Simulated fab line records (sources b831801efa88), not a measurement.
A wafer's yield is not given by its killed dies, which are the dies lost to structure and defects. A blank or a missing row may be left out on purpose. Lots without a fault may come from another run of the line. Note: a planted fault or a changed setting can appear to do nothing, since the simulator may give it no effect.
One fault seen from 2 desks | flow sky130 | numbers are kept per desk, each desk with only its own; the story behind them comes last

== FROM THE METROLOGY DESK ==
What the gauges read, lot by lot, whatever tool the lot ran on: means of the sampled wafers that have a number. If a lot's mean is further than 4 standard deviations from the usual mean, the lot is out of limits and carries the mark OUT (the distance appears in the brackets).
Columns: A = POLY_GATE_OXIDATION_THK at SKY_POLY_GATE_THK_MEAS_21, usual 4.00 nm; B = cdNm at SKY_POLY_GATE_CD_MEAS_22, usual 150.2 nm; C = LDD_N_OVL at SKY_LDD_N_OVL_MEAS_07, usual -0.9 nm
lot  | first seen here | A    | B     | C
L139 | day 16 21:47    | 3.94 | 146.4 | -1.3
L147 | day 20 11:19    | 4.10 | 152.2 | -0.3
L149 | day 20 18:17    | 3.99 | 149.4 | -1.1
L152 | day 22 00:14    | 3.96 | 151.9 | -0.9
L160 | day 24 04:16    | 3.99 | 147.6 | -0.8
L162 | day 24 20:53    | 3.96 | 150.3 | 0.1
Result from this desk: across the 6 lots, nothing is out of limits.

== FOR THE TOOL OWNER'S DESK: implanter-03 ==
The tool's own readings at SKY_LDD_N_IMPLANT_10, given as means over the sampled wafers that have a number, one for each lot that went through this tool. If a lot's mean is further than 4 standard deviations from the usual mean, the lot is out of limits and carries the mark OUT (the distance appears in the brackets).
Columns: A = doseIonsCm2 at SKY_LDD_N_IMPLANT_10, usual 7.5e+13; B = endStationPressureTorr at SKY_LDD_N_IMPLANT_10, usual 5.4e-06 Torr; C = faradayCurrentUA at SKY_LDD_N_IMPLANT_10, usual 419
lot  | first seen here | A                 | B       | C
L139 | day 18 01:12    | 7.5e+13           | 5.4e-06 | 423
L149 | day 22 02:08    | 8.3e+13 (+93) OUT | 5.4e-06 | 467 (+5.1) OUT
L152 | day 23 07:22    | 8.3e+13 (+92) OUT | 5.1e-06 | 465 (+4.9) OUT
L162 | day 26 03:00    | 7.5e+13           | 5.3e-06 | 433
Finding of this desk: L149, L152 out of limits; the first was L149 at day 22 02:08, on doseIonsCm2 at SKY_LDD_N_IMPLANT_10. L139, L162: within limits.

== BROUGHT TOGETHER ==
The tool owner's desk could have raised an alarm at day 22 02:08, on L149, L152.
From the metrology desk's view, nothing was out of limits.
The metrology desk holds a record of L149, L152, inside its limits.
The lots listed all ran SKY_LDD_N_IMPLANT_10 on implanter-03.

== WHAT THE SIMULATOR PUT IN ==
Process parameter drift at SKY_LDD_N_IMPLANT_10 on implanter-03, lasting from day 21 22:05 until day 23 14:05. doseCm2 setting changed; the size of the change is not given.
Lots struck among those shown: L149, L152.
How many hours passed from the start of the fault until each desk's first out-of-limits reading: the tool owner's desk, 4.
